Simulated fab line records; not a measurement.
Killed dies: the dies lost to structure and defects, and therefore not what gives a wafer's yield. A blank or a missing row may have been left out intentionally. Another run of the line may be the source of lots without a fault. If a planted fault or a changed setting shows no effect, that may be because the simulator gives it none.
The same fault as seen by 2 desks + flow gf180mcu + every desk sees just its own numbers, and what lay behind them comes last

## AT THE METROLOGY DESK
What the gauges read for every lot (on any tool): the sampled wafers with a number, averaged. If a lot's mean is further than 4 standard deviations from the usual mean, the lot is out of limits and carries the mark OUT (the distance appears in the brackets).
Columns: A = HV_LDD_TW at GF_HV_LDD_TW_MEAS_11, usual 2413
| lot  | first seen here | A    |
|------|-----------------|------|
| L983 | day 10 11:55    | 2429 |
| L984 | day 10 21:37    | 2410 |
| L987 | day 11 21:58    | 2422 |
| L988 | day 12 03:01    | 2430 |
| L989 | day 12 07:10    | 2436 |
| L990 | day 12 12:19    | 2393 |
| L991 | day 12 23:39    | 2386 |
| L992 | day 13 04:44    | 2422 |
| L993 | day 13 11:26    | 2405 |
| L100 | day 15 14:37    | 2413 |
| L101 | day 16 01:40    | 2386 |
| L104 | day 16 20:22    | 2376 |
| L105 | day 17 07:14    | 2391 |
This desk's finding: nothing out of limits on any of the 13 lots.

## TOOL OWNER'S DESK, iline_stepper-01
The tool's own readings at GF_MVPSD_EXPOSE_04 (exposes mask MVPSD, target cd 1000 nm): means of the sampled wafers that have a number, for each lot that ran on this tool. If a lot's mean is further than 4 standard deviations from the usual mean, the lot is out of limits and carries the mark OUT (the distance appears in the brackets).
Columns: A = exposure_dose_mJ_cm2 at GF_MVPSD_EXPOSE_04, usual 260.08
| lot  | first seen here | A                |
|------|-----------------|------------------|
| L987 | day 6 01:56     | 259.94           |
| L989 | day 6 12:10     | 260.33           |
| L100 | day 9 04:13     | 252.26 (-36) OUT |
| L101 | day 9 12:14     | 252.43 (-35) OUT |
Finding of this desk: L100, L101 out of limits; the first was L100 at day 9 04:13, on exposure_dose_mJ_cm2 at GF_MVPSD_EXPOSE_04. L987, L989 stayed within limits.

## BROUGHT TOGETHER
The tool owner's desk had the chance to raise an alarm at day 9 04:13 on L100, L101.
Nothing out of limits was seen by the metrology desk.
The metrology desk has L100, L101 on record, within its limits.
Every lot named ran GF_MVPSD_EXPOSE_04 on iline_stepper-01.

## WHAT THE SIMULATOR HAD PUT IN
Drift in process parameters on iline_stepper-01 at GF_MVPSD_EXPOSE_04, starting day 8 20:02. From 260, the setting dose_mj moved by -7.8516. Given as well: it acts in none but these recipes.
Lots struck among those shown: L100, L101.
Time in hours from fault onset to the first out-of-limits reading at each desk: the tool owner's desk, 8.
